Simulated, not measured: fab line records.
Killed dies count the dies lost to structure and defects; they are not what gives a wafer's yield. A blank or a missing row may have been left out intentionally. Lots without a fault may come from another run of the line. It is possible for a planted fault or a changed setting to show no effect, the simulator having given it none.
Struck lot and sound lot, side by side + flow sky130 + 14 out of 708 route steps
Sound: the wafers L942.1, L942.2, L942.5. Wafers struck: L952.1, L952.4, L952.6. At the end, the cause is stated.
At each step with rows: each side's tool, then ch and its chambers, then its first start. Under that, the readings that differ: sound wafers + struck wafers + difference of the means + sigmas: that difference in standard deviations of wafers without a fault.
alike: a reading whose means differ by less than 2 such deviations, as well as words and numbers matching on both sides. not compared: withheld readings; readings where some wafer has no value; bounds like >300 that might hide an equal value; numbers whose values overlap and for which the record gives no deviation.
The two part at a step that has a row with sigmas, a row that says differs or no value, or rows on one side only. Numbers that don't overlap but have no deviation are shown without sigmas and don't part them. Lack of a reading on every wafer of one side parts them only where that side has two or more wafers.

first, 1 step without rows for these wafers: SKY_LDD_LDN_IMPLANT_11.
SKY_LDD_LDN_STRIP_12: strips in O2/N2.
  sound on plasmaAsher-03 ch 0,1, day 25 16:40; struck on plasmaAsher-04 ch 0,1, day 29 02:29
| reading                  | sound             | struck            | difference | sigmas |
|--------------------------|-------------------|-------------------|------------|--------|
| stripTimeToEndpointS (s) | 14.27 14.22 14.23 | 14.12 14.15 14.16 | -0.10      | -3     |
  alike: drypumpMotorCurrentA, oesProductAu
  not compared: rfHoursCounterH
SKY_LDD_LDN_TW_MEAS_13:
  sound on filmMetro-03 at day 25 16:46; struck on filmMetro-01 at day 29 02:35
  alike: LDD_LDN_TW
then, 2 steps without rows for these wafers: SKY_LDD_LDN_CLEAN_14 (cleans in SC1/SC2, time 150 s); SKY_SPACER_CVD_00 (deposits Si3N4 from DCS/NH3, target thk 43.1 nm, time 740 s).
SKY_SPACER_THK_MEAS_01:
  sound on filmMetro-03 at day 25 18:10; struck on filmMetro-03 at day 29 04:27
  alike: SPACER_CVD_00_THK
SKY_SPACER_ETCHBACK_02: etches Si3N4 in CH3F/O2, stops on SiO2, time 46.7 s, target depth 45 nm.
  sound on rieDiel-02 ch 1,2, day 25 18:14; struck on rieDiel-02 ch 0,2,3, day 29 04:31
  alike: drypumpMotorCurrentA, oesProductAu, throttleValvePct
  not compared: rfHoursCounterH
then, 5 steps without rows for these wafers: SKY_POLY_CUT_DEHYDRATE_00 (time 60 s); SKY_POLY_CUT_HMDS_01 (prime time 60 s); SKY_POLY_CUT_COAT_02 (resist thk 60 nm); SKY_POLY_CUT_COAT_03 (resist thk 450 nm); SKY_POLY_CUT_SOFTBAKE_04 (time 90 s).
SKY_POLY_CUT_EXPOSE_05: exposes mask NPCM, target cd 270 nm.
  struck on krfScanner-02, day 29 19:24; sound on krfScanner-02 ch 0, day 26 08:54
  no value came back on the struck wafers for exposureDoseMJCm2, focusOffsetNm (nm), sigmaInner; on the sound wafers exposureDoseMJCm2 reads 32.01 32.05 31.96
  alike: mask
then, 1 step without rows for these wafers: SKY_POLY_CUT_PEB_06.

## WHERE THEY PART
At SKY_LDD_LDN_STRIP_12 first; at SKY_POLY_CUT_EXPOSE_05 last (within this record only).

WHY: what the simulator had put in
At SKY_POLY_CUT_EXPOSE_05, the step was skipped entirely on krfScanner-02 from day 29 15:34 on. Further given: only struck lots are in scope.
